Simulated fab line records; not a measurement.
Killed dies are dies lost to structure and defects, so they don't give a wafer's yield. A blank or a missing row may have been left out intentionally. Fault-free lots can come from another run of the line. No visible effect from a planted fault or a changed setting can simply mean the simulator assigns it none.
fab line records | flow gf180mcu
record: lots: 5 wafers: 15 lastDay: 34
route steps=602 shown SALICIDE@285 CONTACT@287 M1@315
lots untouched by any fault: they come from a run of this same line in which no faults occurred
startH: hours from the record's opening day to when the first of the lot's shown wafers began | waitH: hours since the lot's step before | " the same as in the row above | L1.1+2: several wafers, shown together as one row | - no value present, or no start provided | * or withheld: withheld | < > ~ a bound
route shown NAME@n: names a module that has steps shown in the file, with the first one's number in the route | usual: mean and standard deviation over wafers with no fault | same: alike in all rows | chamber/n: place in a boat | sites: each site's reading | _std_site: standard deviation of those values | _edge_site: outer sites' mean less inner sites' | radiusMm: how far each site lies from the wafer's centre | mask NAME#n: copy n | behind: the tool/chamber that last shaped the wafer | hold: the reason the lot was held/the length of the hold in hours/how it ended | device: the n, p or np transistor that did not switch | end of line: tests run on the same wafers once the route is complete | where a step has no rows: the recipe by itself | killed: dies that structure and defects cost at the first sort, which is not the same as the wafer's yield | map: shows each die of a wafer: x if killed, . if not, _ if none is there
set.NAME: the setting the step ran with; set.NAME@STEP: the setting that earlier step ran with | model.NAME: the simulator's own value behind a step, which no gauge read
lots at some steps of the route; a table a step, a row a wafer
services: the hour from which a tool's chamber was out of use, counted from the record's first day as startH (under 0 if before that day), plus the number of hours and why
== steps ==
step: GF_SALICIDE_WET_ETCH_07
recipe: chemistry: SPM targetDepthNm: 120 dry: n2Spin
columns lot.wafer tool chamber startH waitH
L080.1+4+5 wetBench-01 0 405.92 0.1
L082.2+4+6 wetBench-01 0 422.74 0.1
L085.2+3+5 wetBench-01 0 446.23 0.1
L091.3+4+6 wetBench-01 2 496.17 0.1
L095.1+2+5 wetBench-03 1 528.73 0.1
step: GF_SALICIDE_RTA_08
recipe: tempC: 800 timeS: 30 ambient: N2
usual: lampPowerPct: 17.7/2.1 wafer_temp_C_max: 804.2/1.4
columns lot.wafer tool chamber startH waitH lampPowerPct wafer_temp_C_max
L080.1 rtpAnneal-02 0 406.01 0.0 19.5 804.1
L080.4 " 0 " " 19.5 804.0
L080.5 " 0 " " 19.5 804.0
L082.2 rtpAnneal-02 0 422.85 0.0 19.4 804.1
L082.4 " 0 " " 19.5 804.2
L082.6 " 0 " " 19.5 803.7
L085.2 rtpAnneal-01 0 446.34 0.0 15.2 802.7
L085.3 " 0 " " 15.2 802.9
L085.5 " 0 " " 15.2 802.6
L091.3 rtpAnneal-02 0 496.30 0.0 19.5 803.6
L091.4 " 0 " " 19.5 807.1
L091.6 " 0 " " 19.5 804.4
L095.1 rtpAnneal-02 0 528.83 0.0 19.5 804.4
L095.2 " 0 " " 19.5 805.3
L095.5 " 0 " " 19.5 805.6
step: GF_CONTACT_CVD_00
recipe: material: SiO2 targetThkNm: 300 sigmaOpenFrac: 0.3 tempC: 400 timeS: 50 sih4FlowSccm: 60 pressureMtorr: 6
columns lot.wafer tool chamber startH waitH
L080.1+4+5 hdpcvd-01 1,1,0 406.11 0.1
L082.2+4+6 hdpcvd-01 2,1,2 422.94 0.1
L085.2+3+5 hdpcvd-01 2,1,0 446.42 0.1
L091.3+4+6 hdpcvd-02 2,0,1 496.37 0.1
L095.1+2+5 hdpcvd-01 0,2,1 528.93 0.1
step: GF_CONTACT_THK_MEAS_01
recipe: reads: SiO2_of_CONTACT_CVD_00
usual: CONTACT_CVD_00_THK: 299/4.3
columns lot.wafer tool chamber startH waitH CONTACT_CVD_00_THK[nm]
L080.1 filmMetro-02 - 406.15 0.0 294
L080.4 " - " " 297
L080.5 " - " " 299
L082.2 filmMetro-04 - 422.99 0.0 288
L082.4 " - " " 293
L082.6 " - " " 296
L085.2 filmMetro-02 - 446.48 0.0 296
L085.3 " - " " 297
L085.5 " - " " 302
L091.3 filmMetro-02 - 496.43 0.0 294
L091.4 " - " " 304
L091.6 " - " " 299
L095.1 filmMetro-04 - 528.98 0.0 305
L095.2 " - " " 300
L095.5 " - " " 297
step: GF_CONTACT_CVD_02
recipe: material: SiO2 targetThkNm: 860 precursor: TEOS tempC: 400 timeS: 95.992 rfW: 600
usual: heaterPowerW: 667/110
columns lot.wafer tool chamber startH waitH heaterPowerW
L080.1 pecvd-02 1 406.21 0.1 558
L080.4 " 1 " " 592
L080.5 " 1 " " 629
L082.2 pecvd-04 2 423.04 0.0 693
L082.4 " 0 " " 739
L082.6 " 1 " " 754
L085.2 pecvd-02 2 446.53 0.0 803
L085.3 " 1 " " 642
L085.5 " 0 " " 476
L091.3 pecvd-02 1 496.47 0.0 562
L091.4 " 2 " " 849
L091.6 " 1 " " 608
L095.1 pecvd-02 2 529.04 0.1 769
L095.2 " 0 " " 561
L095.5 " 0 " " 593
step: GF_CONTACT_THK_MEAS_03
recipe: reads: SiO2_of_CONTACT_CVD_02
usual: CONTACT_CVD_02_THK: 860/11
columns lot.wafer tool chamber startH waitH CONTACT_CVD_02_THK[nm]
L080.1 filmMetro-02 - 406.35 0.1 853
L080.4 " - " " 862
L080.5 " - " " 857
L082.2 filmMetro-02 - 423.12 0.0 845
L082.4 " - " " 869
L082.6 " - " " 867
L085.2 filmMetro-04 - 446.61 0.0 843
L085.3 " - " " 855
L085.5 " - " " 872
L091.3 filmMetro-03 - 496.56 0.1 863
L091.4 " - " " 855
L091.6 " - " " 870
L095.1 filmMetro-02 - 529.11 0.0 861
L095.2 " - " " 850
L095.5 " - " " 863
step: GF_CONTACT_CMP_04
recipe: material: SiO2 downForcePsi: 4 platenRpm: 60 padVelocityMS: 0.94248
usual: motorCurrentA: 11.4/0.96 retainingRingPressureFrac: 1.001/0.0052 timeToEndpointS: 112/6.4
columns lot.wafer tool chamber startH waitH motorCurrentA retainingRingPressureFrac timeToEndpointS
L080.4 cmp-02 1 406.41 0.0 11.8 0.996 111
L080.1 " 2 " " 11.5 0.999 103
L080.5 " 1 " " 10.6 0.994 105
L082.4 cmp-01 2 423.17 0.0 10.8 0.996 119
L082.2 " 0 " " 10.6 1.002 110
L082.6 " 2 " " 11.1 1.006 116
L085.3 cmp-02 2 446.71 0.1 11.7 0.994 110
L085.2 " 3 " " 10.5 1.007 113
L085.5 " 2 " " 11.7 1.002 114
L091.4 cmp-02 1 496.60 0.0 11.3 0.992 104
L091.3 " 2 " " 11.6 1.003 104
L091.6 " 1 " " 11.2 0.993 108
L095.2 cmp-01 3 529.22 0.1 12.1 1.010 107
L095.1 " 0 " " 11.5 0.991 117
L095.5 " 2 " " 10.9 1.002 116
step: GF_CONTACT_BOW_MEAS_05
recipe: mode: bow
usual: CONTACT_BOW: 65/6.8
columns lot.wafer tool chamber startH waitH CONTACT_BOW[um]
L080.1 filmMetro-02 - 406.71 0.2 75
L080.4 " - " " 67
L080.5 " - " " 69
L082.2 filmMetro-02 - 423.49 0.2 58
L082.4 " - " " 65
L082.6 " - " " 64
L085.2 filmMetro-03 - 446.98 0.2 62
L085.3 " - " " 55
L085.5 " - " " 52
L091.3 filmMetro-04 - 496.94 0.2 65
L091.4 " - " " 60
L091.6 " - " " 45
L095.1 filmMetro-03 - 529.47 0.1 66
L095.2 " - " " 74
L095.5 " - " " 64
step: GF_CONTACT_DEHYDRATE_06
recipe: tempC: 200 timeS: 60
columns lot.wafer tool chamber startH waitH
L080.1+4+5 lithoTrack-03 0 417.94 11.2
L082.2+4+6 lithoTrack-02 0 435.67 12.2
L085.2+3+5 lithoTrack-02 0 459.52 12.5
L091.3+4+6 lithoTrack-02 0 508.85 11.9
L095.1+2+5 lithoTrack-01 0 540.20 10.7
step: GF_CONTACT_HMDS_07
recipe: primeTimeS: 60 primeTempC: 120
columns lot.wafer tool chamber startH waitH
L080.1+4+5 lithoTrack-03 0 418.09 0.1
L082.2+4+6 lithoTrack-02 0 435.82 0.1
L085.2+3+5 lithoTrack-02 0 459.67 0.1
L091.3+4+6 lithoTrack-02 0 509.00 0.1
L095.1+2+5 lithoTrack-01 0 540.35 0.1
step: GF_CONTACT_COAT_08
recipe: resist: BARC tempC: withheld timeS: withheld spinRpm: withheld resistThkNm: withheld
columns lot.wafer tool chamber startH waitH
L080.1+4+5 lithoTrack-03 0 418.24 0.1
L082.2+4+6 lithoTrack-02 0 435.97 0.1
L085.2+3+5 lithoTrack-02 0 459.82 0.1
L091.3+4+6 lithoTrack-02 0 509.15 0.1
L095.1+2+5 lithoTrack-01 0 540.50 0.1
step: GF_CONTACT_COAT_09
recipe: resist: KrF spinRpm: withheld resistThkNm: 1000
columns lot.wafer tool chamber startH waitH
L080.1+4+5 lithoTrack-03 0 - -
L082.2+4+6 lithoTrack-02 0 - -
L085.2+3+5 lithoTrack-02 0 - -
L091.3+4+6 lithoTrack-02 0 - -
L095.1+2+5 lithoTrack-01 0 - -
step: GF_CONTACT_SOFTBAKE_10
recipe: tempC: 130 timeS: 60 resist: KrF
columns lot.wafer tool chamber startH waitH
L080.1+4+5 lithoTrack-03 0 - -
L082.2+4+6 lithoTrack-02 0 - -
L085.2+3+5 lithoTrack-02 0 - -
L091.3+4+6 lithoTrack-02 0 - -
L095.1+2+5 lithoTrack-01 0 - -
step: GF_CONTACT_EXPOSE_11
recipe: maskId: Contact targetCdNm: 220 na: 0.68 sourceShape: conventional sigmaOuter: 0.6 doseMj: 38
columns lot.wafer tool chamber startH waitH mask
L080.1+4+5 krfScanner-01 0 - - Contact#0
L082.2+4+6 krfScanner-02 0 - - Contact#0
L085.2+3+5 krfScanner-01 0 - - Contact#0
L091.3+4+6 krfScanner-01 0 - - Contact#0
L095.1+2+5 krfScanner-02 0 - - Contact#0
step: GF_CONTACT_PEB_12
recipe: pebTempC: 135 pebTimeS: 90 resist: KrF
columns lot.wafer tool chamber startH waitH
L080.1+4+5 lithoTrack-02 0 - -
L082.2+4+6 lithoTrack-03 0 - -
L085.2+3+5 lithoTrack-02 0 - -
L091.3+4+6 lithoTrack-03 0 - -
L095.1+2+5 lithoTrack-02 0 - -
step: GF_CONTACT_DEVELOP_13
recipe: developTimeS: 60 resist: KrF devTempC: 21
columns lot.wafer tool chamber startH waitH
L080.1+4+5 lithoTrack-02 0 430.95 0.2
L082.2+4+6 lithoTrack-03 0 448.41 0.2
L085.2+3+5 lithoTrack-02 0 472.47 0.2
L091.3+4+6 lithoTrack-03 0 520.93 0.1
L095.1+2+5 lithoTrack-02 0 552.25 0.2
step: GF_CONTACT_CD_MEAS_14
recipe: targetCdNm: 220
usual: cdNm: 220.4/1.2
columns lot.wafer tool chamber startH waitH cdNm
L080.1 cdSem-02 - 431.10 0.1 218.7
L080.4 " - " " 218.8
L080.5 " - " " 219.1
L082.2 cdSem-01 - 448.56 0.1 221.3
L082.4 " - " " 220.3
L082.6 " - " " 220.5
L085.2 cdSem-02 - 472.62 0.1 221.0
L085.3 " - " " 220.2
L085.5 " - " " 220.7
L091.3 cdSem-02 - 521.07 0.1 220.5
L091.4 " - " " 221.0
L091.6 " - " " 220.5
L095.1 cdSem-01 - 552.40 0.1 221.0
L095.2 " - " " 222.0
L095.5 " - " " 219.7
step: GF_CONTACT_OVL_MEAS_15
usual: CONTACT_OVL: 1/4.8
columns lot.wafer tool chamber startH waitH CONTACT_OVL[nm]
L080.1 overlay-01 - 431.22 0.1 2
L080.4 " - " " -4
L080.5 " - " " 1
L082.2 overlay-01 - 448.66 0.1 2
L082.4 " - " " 0
L082.6 " - " " -3
L085.2 overlay-01 - 472.72 0.1 5
L085.3 " - " " 3
L085.5 " - " " 8
L091.3 overlay-02 - 521.17 0.1 3
L091.4 " - " " 9
L091.6 " - " " 9
L095.1 overlay-01 - 552.52 0.1 3
L095.2 " - " " 1
L095.5 " - " " 1
step: GF_CONTACT_ETCH_16
recipe: chemistry: N2/H2 targetDepthA: withheld overetchA: withheld timeS: withheld target: BARC ionEnergyEv: 200 sourceW: 500 biasW: 100 pressureMtorr: 30 n2FlowSccm: 100 h2FlowSccm: 200
usual: drypumpMotorCurrentA: 5.7/0.41 oesProductAu: 0.855/0.0047 throttleValvePct: 13.224/0.0088
columns lot.wafer tool chamber startH waitH drypumpMotorCurrentA oesProductAu throttleValvePct
L080.1 rieDiel-01 3 431.26 0.0 5.2 0.846 13.208
L080.4 " 1 " " 5.4 0.855 13.235
L080.5 " 3 " " 5.2 0.854 13.225
L082.2 rieDiel-02 3 448.69 0.0 4.8 0.860 13.213
L082.4 " 0 " " 5.5 0.852 13.214
L082.6 " 3 " " 4.8 0.854 13.220
L085.2 rieDiel-03 0 472.75 0.0 6.4 0.856 13.232
L085.3 " 2 " " 5.8 0.846 13.229
L085.5 " 0 " " 6.4 0.852 13.213
L091.3 rieDiel-01 1 521.19 0.0 5.4 0.848 13.231
L091.4 " 3 " " 5.2 0.859 13.230
L091.6 " 2 " " 6.0 0.868 13.238
L095.1 rieDiel-03 3 552.55 0.0 5.9 0.859 13.229
L095.2 " 2 " " 5.9 0.853 13.219
L095.5 " 2 " " 5.8 0.859 13.222
step: GF_CONTACT_ETCH_17
recipe: chemistry: C4F8/O2/Ar maskMaterial: KrF target: SiO2 stopOn: CoSi2 sourceW: 1500 biasW: 1200 pressureMtorr: 40 c4f8FlowSccm: withheld O2_flow_sccm: 6 Ar_flow_sccm: 300 timeS: withheld targetDepthA: 8600
usual: oesProductAu: 0.815/0.0049
columns lot.wafer tool chamber startH waitH oesProductAu
L080.1 rieDiel-01 3 - - 0.806
L080.4 " 1 " " 0.808
L080.5 " 3 " " 0.815
L082.2 rieDiel-02 3 - - 0.804
L082.4 " 0 " " 0.806
L082.6 " 3 " " 0.810
L085.2 rieDiel-03 0 - - 0.811
L085.3 " 2 " " 0.806
L085.5 " 0 " " 0.815
L091.3 rieDiel-01 1 - - 0.816
L091.4 " 3 " " 0.819
L091.6 " 2 " " 0.811
L095.1 rieDiel-03 3 - - 0.814
L095.2 " 2 " " 0.814
L095.5 " 2 " " 0.811
step: GF_CONTACT_STRIP_18
recipe: chemistry: O2/N2 powerW: 1400 pressureMtorr: 1500 platenTempC: 250 o2FlowSccm: 3000 n2FlowSccm: 300 overashFraction: 0.5
usual: drypumpMotorCurrentA: 6.1/0.4 heaterPowerW: 335/64 oesProductAu: 0.580/0.0049 platenTempC: 250.01/0.17
same: overashFraction: 0.5
columns lot.wafer tool chamber startH waitH drypumpMotorCurrentA heaterPowerW oesProductAu platenTempC rfHoursCounterH
L080.1 plasmaAsher-03 1 431.42 - 6.2 217 0.582 250.18 0
L080.4 " 0 " " 6.3 386 0.587 249.91 -
L080.5 " 0 " " 6.3 385 0.590 249.83 -
L082.2 plasmaAsher-04 1 448.85 - 5.6 346 0.582 250.04 80
L082.4 " 0 " " 5.1 358 0.583 249.79 -
L082.6 " 0 " " 5.1 367 0.580 249.89 -
L085.2 plasmaAsher-02 1 472.92 - 6.3 331 0.587 249.91 39
L085.3 " 0 " " 6.3 412 0.579 250.02 -
L085.5 " 0 " " 6.4 392 0.571 250.16 -
L091.3 plasmaAsher-03 0 521.39 - 6.3 384 0.575 250.27 -
L091.4 " 1 " " 6.2 225 0.588 250.14 -
L091.6 " 1 " " 6.2 229 0.584 250.01 -
L095.1 plasmaAsher-04 1 552.72 - 5.6 342 0.576 249.98 91
L095.2 " 0 " " 5.1 355 0.580 249.64 91
L095.5 " 0 " " 5.1 360 0.581 249.84 -
step: GF_CONTACT_CLEAN_19
recipe: chemistry: SPM
columns lot.wafer tool chamber startH waitH
L080.1+4+5 wetBench-02 1 431.52 0.1
L082.2+4+6 wetBench-04 2 448.95 0.1
L085.2+3+5 wetBench-02 1 473.02 0.1
L091.3+4+6 wetBench-04 1 521.45 0.0
L095.1+2+5 wetBench-04 2 552.82 0.1
step: GF_CONTACT_CLEAN_20
recipe: chemistry: DIW
columns lot.wafer tool chamber startH waitH
L080.1+4+5 wetBench-04 3 431.82 0.2
L082.2+4+6 wetBench-03 1 449.07 0.0
L085.2+3+5 wetBench-04 0 473.11 0.0
L091.3+4+6 wetBench-03 2 521.64 0.0
L095.1+2+5 wetBench-02 2 552.92 0.0
step: GF_CONTACT_CLEAN_21
recipe: chemistry: dHF timeS: 20 dilution: 100:1 dry: ipaMarangoni
columns lot.wafer tool chamber startH waitH
L080.1+4+5 wetBench-04 2 431.91 0.0
L082.2+4+6 wetBench-04 2 449.18 0.0
L085.2+3+5 wetBench-03 3 473.20 0.0
L091.3+4+6 wetBench-02 3 521.73 0.0
L095.1+2+5 wetBench-03 3 553.01 0.0
step: GF_CONTACT_SPUTTER_22
recipe: material: Ti targetThkNm: 15 chamberPressurePa: 5 powerW: 2500 substrateTempC: 200 timeS: 80.02
usual: throttleValvePct: 29.9/1.1
columns lot.wafer tool chamber startH waitH throttleValvePct
L080.1 pvdSputter-04 - 431.93 0.0 29.9
L080.4 " - " " 28.4
L080.5 " - " " 28.6
L082.2 pvdSputter-03 - 449.20 0.0 30.9
L082.4 " - " " 30.8
L082.6 " - " " 28.8
L085.2 pvdSputter-03 - 473.21 0.0 28.8
L085.3 " - " " 30.8
L085.5 " - " " 30.7
L091.3 pvdSputter-04 - 521.74 0.0 30.1
L091.4 " - " " 30.0
L091.6 " - " " 28.5
L095.1 pvdSputter-04 - 553.02 0.0 28.5
L095.2 " - " " 29.9
L095.5 " - " " 28.1
step: GF_CONTACT_SPUTTER_23
recipe: material: TiN targetThkNm: 10 chamberPressurePa: 5 powerW: 4000 timeS: 40
usual: throttleValvePct: 29.9/1.1
columns lot.wafer tool chamber startH waitH throttleValvePct
L080.1 pvdSputter-04 - 431.99 0.0 30.1
L080.4 " - " " 28.5
L080.5 " - " " 28.2
L082.2 pvdSputter-03 - 449.26 0.0 30.8
L082.4 " - " " 30.9
L082.6 " - " " 28.8
L085.2 pvdSputter-03 - 473.28 0.0 28.9
L085.3 " - " " 30.4
L085.5 " - " " 30.9
L091.3 pvdSputter-04 - 521.80 0.0 30.2
L091.4 " - " " 29.9
L091.6 " - " " 28.3
L095.1 pvdSputter-04 - 553.08 0.0 28.2
L095.2 " - " " 29.9
L095.5 " - " " 27.8
step: GF_CONTACT_CVD_24
recipe: material: W targetThkNm: 300 timeS: 90.339 tempC: 400 pressureTorr: 40
usual: heaterPowerW: 895/41
columns lot.wafer tool chamber startH waitH heaterPowerW
L080.1 cvdW-01 1 432.03 0.0 937
L080.4 " 0 " " 876
L080.5 " 0 " " 871
L082.2 cvdW-02 0 449.30 0.0 873
L082.4 " 0 " " 870
L082.6 " 1 " " 836
L085.2 cvdW-01 1 473.31 0.0 964
L085.3 " 1 " " 935
L085.5 " 1 " " 959
L091.3 cvdW-02 1 521.88 0.1 844
L091.4 " 0 " " 906
L091.6 " 0 " " 876
L095.1 cvdW-02 1 553.12 0.0 856
L095.2 " 0 " " 906
L095.5 " 1 " " 885
step: GF_CONTACT_RS_MEAS_25
recipe: thkMeasGauge: four-point-probe reads: W_of_CONTACT_CVD_24+TiN_of_CONTACT_SPUTTER_23+Ti_of_CONTACT_SPUTTER_22
usual: CONTACT_W_RS: 0.386/0.0041
columns lot.wafer tool chamber startH waitH CONTACT_W_RS[ohm/sq]
L080.1 filmMetro-04 - 432.13 0.1 0.386
L080.4 " - " " 0.387
L080.5 " - " " 0.385
L082.2 filmMetro-03 - 449.42 0.1 0.380
L082.4 " - " " 0.381
L082.6 " - " " 0.381
L085.2 filmMetro-03 - 473.44 0.1 0.387
L085.3 " - " " 0.390
L085.5 " - " " 0.385
L091.3 filmMetro-02 - 521.98 0.1 0.385
L091.4 " - " " 0.386
L091.6 " - " " 0.391
L095.1 filmMetro-04 - 553.22 0.1 0.380
L095.2 " - " " 0.388
L095.5 " - " " 0.380
step: GF_CONTACT_THK_MEAS_26
recipe: thkMeasGauge: xrf reads: W_of_CONTACT_CVD_24
usual: CONTACT_W_THK: 300/4.5
columns lot.wafer tool chamber startH waitH CONTACT_W_THK[nm]
L080.1 filmMetro-04 - 432.25 0.1 301
L080.4 " - " " 302
L080.5 " - " " 303
L082.2 filmMetro-03 - 449.53 0.1 300
L082.4 " - " " 300
L082.6 " - " " 302
L085.2 filmMetro-03 - 473.55 0.1 302
L085.3 " - " " 302
L085.5 " - " " 302
L091.3 filmMetro-02 - 522.08 0.1 301
L091.4 " - " " 301
L091.6 " - " " 296
L095.1 filmMetro-04 - 553.34 0.1 307
L095.2 " - " " 300
L095.5 " - " " 307
step: GF_CONTACT_CMP_27
recipe: stopOn: SiO2 downForcePsi: 3.5 platenRpm: 60 tOverpolishS: 15 targetThkNm: 0 padVelocityMS: 0.94248
usual: motorCurrentA: 10.3/0.79 overpolishRunS: 15.001/0.0084 retainingRingPressureFrac: 1.001/0.0048 timeToEndpointS: 74/4.4
columns lot.wafer tool chamber startH waitH motorCurrentA overpolishRunS retainingRingPressureFrac timeToEndpointS
L080.1 cmp-01 0 432.31 0.1 10.2 14.992 0.998 77
L080.4 " 1 " " 10.2 14.990 1.002 74
L080.5 " 1 " " 9.9 15.003 1.008 72
L082.2 cmp-01 2 449.68 0.1 9.6 15.004 1.003 73
L082.4 " 3 " " 10.2 14.979 1.009 68
L082.6 " 1 " " 9.8 14.988 0.989 72
L085.3 cmp-02 0 473.65 0.1 11.5 15.003 1.003 75
L085.2 " 1 " " 10.6 15.007 0.998 68
L085.5 " 3 " " 9.8 14.995 1.000 74
L091.4 cmp-01 2 522.17 0.1 9.7 15.001 0.996 77
L091.3 " 0 " " 10.2 15.015 0.998 80
L091.6 " 1 " " 9.5 15.000 0.998 74
L095.2 cmp-02 2 553.40 0.0 10.6 14.994 1.000 73
L095.1 " 3 " " 9.0 15.004 0.999 80
L095.5 " 2 " " 10.8 15.007 1.003 77
step: GF_M1_SPUTTER_00
recipe: material: Ti targetThkNm: 37.5 arrivingIonEnergyEv: 80 substrateTempC: 200 chamberPressurePa: 2 powerW: 4000 timeS: 150
usual: throttleValvePct: 30.4/1
columns lot.wafer tool chamber startH waitH throttleValvePct
L080.1 pvdSputter-01 - 432.61 0.2 31.9
L080.4 " - " " 30.1
L080.5 " - " " 29.8
L082.2 pvdSputter-02 - 449.88 0.1 31.6
L082.4 " - " " 31.2
L082.6 " - " " 29.2
L085.2 pvdSputter-01 - 473.90 0.1 30.6
L085.3 " - " " 30.7
L085.5 " - " " 29.8
L091.3 pvdSputter-01 - 522.42 0.1 30.3
L091.4 " - " " 30.5
L091.6 " - " " 29.6
L095.1 pvdSputter-02 - 553.70 0.2 29.4
L095.2 " - " " 29.6
L095.5 " - " " 29.3
step: GF_M1_SPUTTER_01
recipe: material: TiN targetThkNm: 30 powerW: 6500 timeS: 25 chamberPressurePa: 0.4
usual: throttleValvePct: 30.4/1
columns lot.wafer tool chamber startH waitH throttleValvePct
L080.1 pvdSputter-01 - 432.71 0.1 31.9
L080.4 " - " " 30.3
L080.5 " - " " 29.6
L082.2 pvdSputter-02 - 449.98 0.1 31.5
L082.4 " - " " 31.3
L082.6 " - " " 29.3
L085.2 pvdSputter-01 - 474.00 0.1 30.4
L085.3 " - " " 30.6
L085.5 " - " " 29.7
L091.3 pvdSputter-01 - 522.52 0.1 30.2
L091.4 " - " " 30.6
L091.6 " - " " 29.6
L095.1 pvdSputter-02 - 553.80 0.1 29.2
L095.2 " - " " 29.1
L095.5 " - " " 29.3
step: GF_M1_SPUTTER_02
recipe: material: AlCu targetThkNm: 450 powerW: 10600 timeS: 23.9 chamberPressurePa: 0.4
usual: throttleValvePct: 30.4/1
columns lot.wafer tool chamber startH waitH throttleValvePct
L080.1 pvdSputter-01 - 432.74 0.0 32.1
L080.4 " - " " 30.4
L080.5 " - " " 29.5
L082.2 pvdSputter-02 - 450.01 0.0 31.7
L082.4 " - " " 31.2
L082.6 " - " " 29.1
L085.2 pvdSputter-01 - 474.03 0.0 30.1
L085.3 " - " " 30.7
L085.5 " - " " 29.9
L091.3 pvdSputter-01 - 522.55 0.0 30.3
L091.4 " - " " 30.7
L091.6 " - " " 29.9
L095.1 pvdSputter-02 - 553.83 0.0 29.4
L095.2 " - " " 29.3
L095.5 " - " " 29.4
step: GF_M1_SPUTTER_03
recipe: material: Ti targetThkNm: 10 substrateTempC: 300 chamberPressurePa: 0.3 powerW: 3000 timeS: 6.7
usual: throttleValvePct: 30.4/1
columns lot.wafer tool chamber startH waitH throttleValvePct
L080.1 pvdSputter-01 - 432.77 0.0 32.0
L080.4 " - " " 30.5
L080.5 " - " " 29.6
L082.2 pvdSputter-02 - 450.04 0.0 31.5
L082.4 " - " " 31.2
L082.6 " - " " 29.3
L085.2 pvdSputter-01 - 474.06 0.0 30.5
L085.3 " - " " 30.4
L085.5 " - " " 29.8
L091.3 pvdSputter-01 - 522.58 0.0 30.2
L091.4 " - " " 30.4
L091.6 " - " " 29.8
L095.1 pvdSputter-02 - 553.86 0.0 29.4
L095.2 " - " " 29.5
L095.5 " - " " 29.2
step: GF_M1_SPUTTER_04
recipe: material: TiN targetThkNm: 50 powerW: 6500 timeS: 41.7 chamberPressurePa: 0.4
usual: throttleValvePct: 30.4/1
columns lot.wafer tool chamber startH waitH throttleValvePct
L080.1 pvdSputter-01 - 432.79 0.0 32.1
L080.4 " - " " 30.4
L080.5 " - " " 29.7
L082.2 pvdSputter-02 - 450.06 0.0 32.0
L082.4 " - " " 31.3
L082.6 " - " " 29.2
L085.2 pvdSputter-01 - 474.08 0.0 30.2
L085.3 " - " " 30.3
L085.5 " - " " 29.5
L091.3 pvdSputter-01 - 522.60 0.0 30.5
L091.4 " - " " 30.5
L091.6 " - " " 29.4
L095.1 pvdSputter-02 - 553.88 0.0 29.5
L095.2 " - " " 29.1
L095.5 " - " " 29.4
step: GF_M1_RS_MEAS_05
recipe: thkMeasGauge: four-point-probe reads: TiN_of_M1_SPUTTER_04+Ti_of_M1_SPUTTER_03+AlCu_of_M1_SPUTTER_02+TiN_of_M1_SPUTTER_01+Ti_of_M1_SPUTTER_00
usual: M1_ALCU_RS: 0.0701/0.001
columns lot.wafer tool chamber startH waitH M1_ALCU_RS[ohm/sq]
L080.1 filmMetro-01 - 432.83 0.0 0.0696
L080.4 " - " " 0.0686
L080.5 " - " " 0.0704
L082.2 filmMetro-01 - 450.12 0.0 0.0687
L082.4 " - " " 0.0693
L082.6 " - " " 0.0702
L085.2 filmMetro-01 - 474.14 0.0 0.0699
L085.3 " - " " 0.0718
L085.5 " - " " 0.0707
L091.3 filmMetro-01 - 522.68 0.1 0.0698
L091.4 " - " " 0.0721
L091.6 " - " " 0.0714
L095.1 filmMetro-03 - 553.92 0.0 0.0704
L095.2 " - " " 0.0703
L095.5 " - " " 0.0709
step: GF_M1_THK_MEAS_06
recipe: thkMeasGauge: xrf reads: AlCu_of_M1_SPUTTER_02
usual: M1_ALCU_THK: 450/7.5
columns lot.wafer tool chamber startH waitH M1_ALCU_THK[nm]
L080.1 filmMetro-01 - 432.95 0.1 453
L080.4 " - " " 460
L080.5 " - " " 448
L082.2 filmMetro-01 - 450.23 0.1 460
L082.4 " - " " 455
L082.6 " - " " 449
L085.2 filmMetro-01 - 474.25 0.1 450
L085.3 " - " " 438
L085.5 " - " " 447
L091.3 filmMetro-01 - 522.78 0.1 453
L091.4 " - " " 434
L091.6 " - " " 443
L095.1 filmMetro-03 - 554.04 0.1 452
L095.2 " - " " 449
L095.5 " - " " 449
step: GF_M1_DEHYDRATE_07
recipe: tempC: 200 timeS: 60
columns lot.wafer tool chamber startH waitH
L080.1+4+5 lithoTrack-01 0 444.25 11.3
L082.2+4+6 lithoTrack-03 0 462.06 11.8
L085.2+3+5 lithoTrack-04 0 485.82 11.6
L091.3+4+6 lithoTrack-04 0 533.69 10.9
L095.1+2+5 lithoTrack-04 0 564.89 10.8
step: GF_M1_HMDS_08
recipe: primeTimeS: 60 primeTempC: 120
columns lot.wafer tool chamber startH waitH
L080.1+4+5 lithoTrack-01 0 444.40 0.1
L082.2+4+6 lithoTrack-03 0 462.21 0.1
L085.2+3+5 lithoTrack-04 0 485.97 0.1
L091.3+4+6 lithoTrack-04 0 533.84 0.1
L095.1+2+5 lithoTrack-04 0 565.04 0.1
step: GF_M1_COAT_09
recipe: resist: KrF spinRpm: withheld resistThkNm: 1000
columns lot.wafer tool chamber startH waitH
L080.1+4+5 lithoTrack-01 0 444.55 0.1
L082.2+4+6 lithoTrack-03 0 462.36 0.1
L085.2+3+5 lithoTrack-04 0 486.12 0.1
L091.3+4+6 lithoTrack-04 0 533.99 0.1
L095.1+2+5 lithoTrack-04 0 565.19 0.1
step: GF_M1_SOFTBAKE_10
recipe: tempC: 130 timeS: 60 resist: KrF
columns lot.wafer tool chamber startH waitH
L080.1+4+5 lithoTrack-01 0 444.70 0.1
L082.2+4+6 lithoTrack-03 0 462.51 0.1
L085.2+3+5 lithoTrack-04 0 486.27 0.1
L091.3+4+6 lithoTrack-04 0 534.14 0.1
L095.1+2+5 lithoTrack-04 0 565.34 0.1
step: GF_M1_EXPOSE_11
recipe: maskId: Metal1 targetCdNm: 230 na: 0.68 sourceShape: conventional sigmaOuter: 0.6 doseMj: 28
columns lot.wafer tool chamber startH waitH mask
L080.1+4+5 krfScanner-02 0 - - Metal1#0
L082.2+4+6 krfScanner-02 0 - - Metal1#0
L085.2+3+5 krfScanner-01 0 - - Metal1#0
L091.3+4+6 krfScanner-02 0 - - Metal1#0
L095.1+2+5 krfScanner-01 0 - - Metal1#0
== services ==
columns tool chamber startH hours kind
krfScanner-01 - 386.13 0.8 pm
pvdSputter-04 - 388.84 2.7 repair
pvdSputter-02 - 391.26 1.4 repair
cmp-02 - 400.25 4.7 repair
cmp-01 - 404.00 4.0 pm
krfScanner-02 - 406.73 3.2 repair
krfScanner-01 - 408.96 5.3 repair
cmp-02 - 435.24 2.0 repair
pvdSputter-04 - 440.73 7.0 repair
cmp-02 - 453.21 0.9 repair
krfScanner-01 - 457.59 1.3 pm
pvdSputter-02 - 462.48 3.7 repair
cmp-01 - 479.63 4.9 pm
krfScanner-02 - 484.11 0.8 pm
pvdSputter-02 - 486.95 2.6 repair
cmp-01 - 487.38 1.6 repair
pvdSputter-02 - 489.36 2.1 repair
krfScanner-02 - 492.05 1.3 pm
pvdSputter-02 - 496.24 5.2 repair
pvdSputter-02 - 502.87 2.3 repair
pvdSputter-04 - 504.75 5.1 repair
krfScanner-02 - 514.06 1.0 pm
krfScanner-02 - 515.21 0.8 repair
krfScanner-02 - 525.94 2.4 repair
== key ==
fault none
